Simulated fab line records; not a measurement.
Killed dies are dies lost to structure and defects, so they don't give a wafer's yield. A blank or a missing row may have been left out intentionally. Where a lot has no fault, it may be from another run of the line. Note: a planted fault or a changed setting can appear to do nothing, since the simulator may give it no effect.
Which tool did it? || flow sky130 || 13 lots, 39 wafers sampled, at 5 steps of a route of 708

## WHAT EACH GAUGE READ, for each wafer
SKY_FIELD_ISO_CD_MEAS_13: target cd 150 nm. Usual: cd nm at 150.1 nm, with a standard deviation of 1.9.
{"lot": "L670", "measured": "day 2 04:53", "on": "cd sem-01", "cd nm (nm)": "152.4 153.0 153.5", "flag": ""}
{"lot": "L671", "measured": "day 2 11:58", "on": "cd sem-01", "cd nm (nm)": "149.6 147.4 147.3", "flag": ""}
{"lot": "L672", "measured": "day 2 17:16", "on": "cd sem-02", "cd nm (nm)": "154.9 155.8 155.4", "flag": ""}
{"lot": "L674", "measured": "day 3 06:30", "on": "cd sem-02", "cd nm (nm)": "149.8 151.5 150.4", "flag": ""}
{"lot": "L675", "measured": "day 3 09:18", "on": "cd sem-01", "cd nm (nm)": "148.9 148.3 149.1", "flag": ""}
{"lot": "L676", "measured": "day 3 18:25", "on": "cd sem-01", "cd nm (nm)": "150.4 148.9 149.8", "flag": ""}
{"lot": "L678", "measured": "day 3 23:46", "on": "cd sem-01", "cd nm (nm)": "149.1 149.4 150.1", "flag": ""}
{"lot": "L681", "measured": "day 4 16:01", "on": "cd sem-01", "cd nm (nm)": "150.8 150.9 149.7", "flag": ""}
{"lot": "L682", "measured": "day 5 03:31", "on": "cd sem-01", "cd nm (nm)": "150.1 149.1 150.1", "flag": ""}
{"lot": "L689", "measured": "day 6 08:38", "on": "cd sem-02", "cd nm (nm)": "149.8 152.4 150.9", "flag": ""}
{"lot": "L690", "measured": "day 6 15:17", "on": "cd sem-01", "cd nm (nm)": "153.9 153.4 153.5", "flag": ""}
{"lot": "L692", "measured": "day 7 00:20", "on": "cd sem-02", "cd nm (nm)": "149.3 149.5 150.4", "flag": ""}
{"lot": "L693", "measured": "day 7 08:51", "on": "cd sem-01", "cd nm (nm)": "148.0 147.8 149.0", "flag": ""}

SKY_FIELD_ISO_THK_MEAS_23. Usual: FIELD_ISO_OXIDATION_01_THK 10.11 nm, standard deviation 0.21.
{"lot": "L670", "measured": "day 2 08:07", "on": "film metro-02", "FIELD_ISO_OXIDATION_01_THK (nm)": "9.93 9.75 9.74", "flag": ""}
{"lot": "L671", "measured": "day 2 13:49", "on": "film metro-04", "FIELD_ISO_OXIDATION_01_THK (nm)": "10.07 9.76 9.85", "flag": ""}
{"lot": "L672", "measured": "day 2 22:07", "on": "film metro-02", "FIELD_ISO_OXIDATION_01_THK (nm)": "10.18 9.89 9.93", "flag": ""}
{"lot": "L674", "measured": "day 3 14:47", "on": "film metro-02", "FIELD_ISO_OXIDATION_01_THK (nm)": "10.19 9.95 10.03", "flag": ""}
{"lot": "L675", "measured": "day 3 14:47", "on": "film metro-03", "FIELD_ISO_OXIDATION_01_THK (nm)": "10.08 9.94 9.95", "flag": ""}
{"lot": "L676", "measured": "day 4 02:12", "on": "film metro-04", "FIELD_ISO_OXIDATION_01_THK (nm)": "10.32 9.99 10.03", "flag": ""}
{"lot": "L678", "measured": "day 4 02:13", "on": "film metro-02", "FIELD_ISO_OXIDATION_01_THK (nm)": "10.04 10.14 10.06", "flag": ""}
{"lot": "L681", "measured": "day 4 20:11", "on": "film metro-02", "FIELD_ISO_OXIDATION_01_THK (nm)": "10.22 10.13 10.29", "flag": ""}
{"lot": "L682", "measured": "day 5 06:49", "on": "film metro-04", "FIELD_ISO_OXIDATION_01_THK (nm)": "10.55 10.38 10.49", "flag": ""}
{"lot": "L689", "measured": "day 6 16:12", "on": "film metro-02", "FIELD_ISO_OXIDATION_01_THK (nm)": "10.02 9.93 10.00", "flag": ""}
{"lot": "L690", "measured": "day 6 22:23", "on": "film metro-02", "FIELD_ISO_OXIDATION_01_THK (nm)": "9.86 9.66 9.89", "flag": ""}
{"lot": "L692", "measured": "day 7 02:25", "on": "film metro-02", "FIELD_ISO_OXIDATION_01_THK (nm)": "10.34 10.30 10.16", "flag": ""}
{"lot": "L693", "measured": "day 7 10:51", "on": "film metro-02", "FIELD_ISO_OXIDATION_01_THK (nm)": "10.25 10.46 10.13", "flag": ""}

SKY_FIELD_ISO_THK_MEAS_25. Usual: FIELD_ISO_CVD_24_THK 596 nm, standard deviation 6.7.
{"lot": "L670", "measured": "day 2 08:15", "on": "film metro-03", "FIELD_ISO_CVD_24_THK (nm)": "605 601 602", "flag": ""}
{"lot": "L671", "measured": "day 2 13:56", "on": "film metro-02", "FIELD_ISO_CVD_24_THK (nm)": "604 613 590", "flag": ""}
{"lot": "L672", "measured": "day 2 22:15", "on": "film metro-03", "FIELD_ISO_CVD_24_THK (nm)": "593 591 598", "flag": ""}
{"lot": "L674", "measured": "day 3 14:56", "on": "film metro-02", "FIELD_ISO_CVD_24_THK (nm)": "590 583 586", "flag": ""}
{"lot": "L675", "measured": "day 3 15:00", "on": "film metro-03", "FIELD_ISO_CVD_24_THK (nm)": "595 604 599", "flag": ""}
{"lot": "L676", "measured": "day 4 02:20", "on": "film metro-03", "FIELD_ISO_CVD_24_THK (nm)": "602 602 605", "flag": ""}
{"lot": "L678", "measured": "day 4 02:25", "on": "film metro-04", "FIELD_ISO_CVD_24_THK (nm)": "591 590 598", "flag": ""}
{"lot": "L681", "measured": "day 4 20:19", "on": "film metro-02", "FIELD_ISO_CVD_24_THK (nm)": "599 593 592", "flag": ""}
{"lot": "L682", "measured": "day 5 06:56", "on": "film metro-03", "FIELD_ISO_CVD_24_THK (nm)": "599 603 592", "flag": ""}
{"lot": "L689", "measured": "day 6 16:20", "on": "film metro-03", "FIELD_ISO_CVD_24_THK (nm)": "592 588 594", "flag": ""}
{"lot": "L690", "measured": "day 6 22:31", "on": "film metro-04", "FIELD_ISO_CVD_24_THK (nm)": "587 586 586", "flag": ""}
{"lot": "L692", "measured": "day 7 02:33", "on": "film metro-04", "FIELD_ISO_CVD_24_THK (nm)": "604 598 596", "flag": ""}
{"lot": "L693", "measured": "day 7 10:59", "on": "film metro-02", "FIELD_ISO_CVD_24_THK (nm)": "601 602 606", "flag": ""}

SKY_NWELL_RS_MEAS_29: the measuring method here is four-point-probe. Usual: NWELL_RS 624.6 ohm/sq, standard deviation 1.6.
{"lot": "L670", "measured": "day 5 04:35", "on": "film metro-04", "NWELL_RS (ohm/sq)": "625.2 622.2 622.4", "flag": ""}
{"lot": "L671", "measured": "day 5 11:10", "on": "film metro-01", "NWELL_RS (ohm/sq)": "621.9 622.7 624.1", "flag": ""}
{"lot": "L672", "measured": "day 6 03:11", "on": "film metro-03", "NWELL_RS (ohm/sq)": "625.2 625.9 626.4", "flag": ""}
{"lot": "L674", "measured": "day 7 08:56", "on": "film metro-03", "NWELL_RS (ohm/sq)": "626.4 626.7 625.7", "flag": ""}
{"lot": "L675", "measured": "day 7 09:27", "on": "film metro-01", "NWELL_RS (ohm/sq)": "626.1 626.5 625.1", "flag": ""}
{"lot": "L676", "measured": "day 7 18:23", "on": "film metro-01", "NWELL_RS (ohm/sq)": "623.0 624.3 622.9", "flag": ""}
{"lot": "L678", "measured": "day 7 18:46", "on": "film metro-04", "NWELL_RS (ohm/sq)": "624.5 624.4 622.6", "flag": ""}
{"lot": "L681", "measured": "day 8 03:48", "on": "film metro-01", "NWELL_RS (ohm/sq)": "613.8 615.2 615.5", "flag": "OFF"}
{"lot": "L682", "measured": "day 8 18:11", "on": "film metro-03", "NWELL_RS (ohm/sq)": "616.9 616.8 617.1", "flag": "OFF"}
{"lot": "L689", "measured": "day 10 15:43", "on": "film metro-03", "NWELL_RS (ohm/sq)": "627.8 625.9 624.8", "flag": ""}
{"lot": "L690", "measured": "day 10 15:50", "on": "film metro-01", "NWELL_RS (ohm/sq)": "624.3 624.2 623.9", "flag": ""}
{"lot": "L692", "measured": "day 10 23:57", "on": "film metro-01", "NWELL_RS (ohm/sq)": "625.8 626.2 624.8", "flag": ""}
{"lot": "L693", "measured": "day 11 07:09", "on": "film metro-03", "NWELL_RS (ohm/sq)": "624.3 623.4 625.5", "flag": ""}

## TOOL THAT RAN EACH LOT (tool first, then ch and the chambers of the sampled wafers, then the start)
{"lot": "L670", "SKY_NWELL_IMPLANT_13": "implanter-01 ch 0, day 4 11:26"}
{"lot": "L671", "SKY_NWELL_IMPLANT_13": "implanter-04 ch 0, day 4 17:40"}
{"lot": "L672", "SKY_NWELL_IMPLANT_13": "implanter-02 ch 0, day 5 09:38"}
{"lot": "L674", "SKY_NWELL_IMPLANT_13": "implanter-02 ch 0, day 6 13:53"}
{"lot": "L675", "SKY_NWELL_IMPLANT_13": "implanter-04 ch 0, day 6 14:26"}
{"lot": "L676", "SKY_NWELL_IMPLANT_13": "implanter-01 ch 0, day 6 21:41"}
{"lot": "L678", "SKY_NWELL_IMPLANT_13": "implanter-02 ch 0, day 6 22:03"}
{"lot": "L681", "SKY_NWELL_IMPLANT_13": "implanter-02 ch 0, day 7 07:01"}
{"lot": "L682", "SKY_NWELL_IMPLANT_13": "implanter-02 ch 0, day 7 20:50"}
{"lot": "L689", "SKY_NWELL_IMPLANT_13": "implanter-04 ch 0, day 9 16:39"}
{"lot": "L690", "SKY_NWELL_IMPLANT_13": "implanter-01 ch 0, day 9 17:20"}
{"lot": "L692", "SKY_NWELL_IMPLANT_13": "implanter-01 ch 0, day 10 01:12"}
{"lot": "L693", "SKY_NWELL_IMPLANT_13": "implanter-04 ch 0, day 10 08:22"}
- SKY_NWELL_IMPLANT_13

## WHAT THE TOOLS THEMSELVES READ (means of the sampled wafers that have a number; where no wafer has one, the mark that the record gives instead)
SKY_NWELL_IMPLANT_13. Usual: beam energy keV 49.998, standard deviation 0.016; dose ions cm2 6.998e+11, standard deviation 7.5e+08; faraday current uA 3.95, standard deviation 0.083.
{"lot": "L670", "tool": "implanter-01", "beam energy keV": 49.997, "dose ions cm2": 7.000e+11, "faraday current uA": 3.96, "flag": ""}
{"lot": "L671", "tool": "implanter-04", "beam energy keV": 49.998, "dose ions cm2": 7.002e+11, "faraday current uA": 3.93, "flag": ""}
{"lot": "L672", "tool": "implanter-02", "beam energy keV": 49.980, "dose ions cm2": 7.000e+11, "faraday current uA": 3.98, "flag": ""}
{"lot": "L674", "tool": "implanter-02", "beam energy keV": 50.000, "dose ions cm2": 6.983e+11, "faraday current uA": 3.93, "flag": ""}
{"lot": "L675", "tool": "implanter-04", "beam energy keV": 49.992, "dose ions cm2": 6.998e+11, "faraday current uA": 4.06, "flag": ""}
{"lot": "L676", "tool": "implanter-01", "beam energy keV": 50.000, "dose ions cm2": 7.003e+11, "faraday current uA": 3.96, "flag": ""}
{"lot": "L678", "tool": "implanter-02", "beam energy keV": 49.995, "dose ions cm2": 7.003e+11, "faraday current uA": 3.97, "flag": ""}
{"lot": "L681", "tool": "implanter-02", "beam energy keV": 49.999, "dose ions cm2": 9.990e+11, "faraday current uA": 5.55, "flag": "OFF"}
{"lot": "L682", "tool": "implanter-02", "beam energy keV": 50.008, "dose ions cm2": 9.999e+11, "faraday current uA": 5.69, "flag": "OFF"}
{"lot": "L689", "tool": "implanter-04", "beam energy keV": 50.009, "dose ions cm2": 6.989e+11, "faraday current uA": 3.98, "flag": ""}
{"lot": "L690", "tool": "implanter-01", "beam energy keV": 50.010, "dose ions cm2": 6.997e+11, "faraday current uA": 3.91, "flag": ""}
{"lot": "L692", "tool": "implanter-01", "beam energy keV": 50.018, "dose ions cm2": 6.999e+11, "faraday current uA": 4.01, "flag": ""}
{"lot": "L693", "tool": "implanter-04", "beam energy keV": 50.002, "dose ions cm2": 6.997e+11, "faraday current uA": 3.99, "flag": ""}

## THE ANSWER, worked out from the rows above alone
Rule: take the mean of a lot's wafers that have a number; if it is more than 3 standard deviations from the usual mean, the lot is off. A lot without any number at a reading at which 4 lots or more have one is off too. Where the step has rows for the other lots, those lots are counted as sound. The gauges are gone through in route order, then the tools' own readings, and for those a lot's mean is taken as printed above. The first step at which some lot is off is used, and at that step the reading that is off furthest; a lot without a number counts as furthest.
Off: at SKY_NWELL_RS_MEAS_29 (NWELL_RS), L681, L682.
A tool fits if, at a process step before that reading, it ran every lot that is off, and no sound lot after the first of them. The gauges at SKY_NWELL_RS_MEAS_29 aren't tried: what is off there is off at SKY_NWELL_IMPLANT_13 too, on other tools, and a gauge's error can't cause that. One candidate fits, namely implanter-02 at SKY_NWELL_IMPLANT_13. A fault onset in the window from L678 (day 6 22:03, its last sound lot) to L681 (day 7 07:01, its first lot off) fits.
The tool's own readings at SKY_NWELL_IMPLANT_13 bear it out: on the lots that are off they differ by more than 5 times the standard deviation of the sound lots' means. dose ions cm2 reads 9.994e+11 there against 6.997e+11 on the sound lots; faraday current uA reads 5.62 there against 3.97 on the sound lots.

## WHAT THE SIMULATOR PUT IN
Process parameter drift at SKY_NWELL_IMPLANT_13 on implanter-02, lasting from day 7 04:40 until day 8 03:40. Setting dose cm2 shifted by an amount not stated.
Shown lots that were struck: L681, L682. The rule given above showed the same thing.
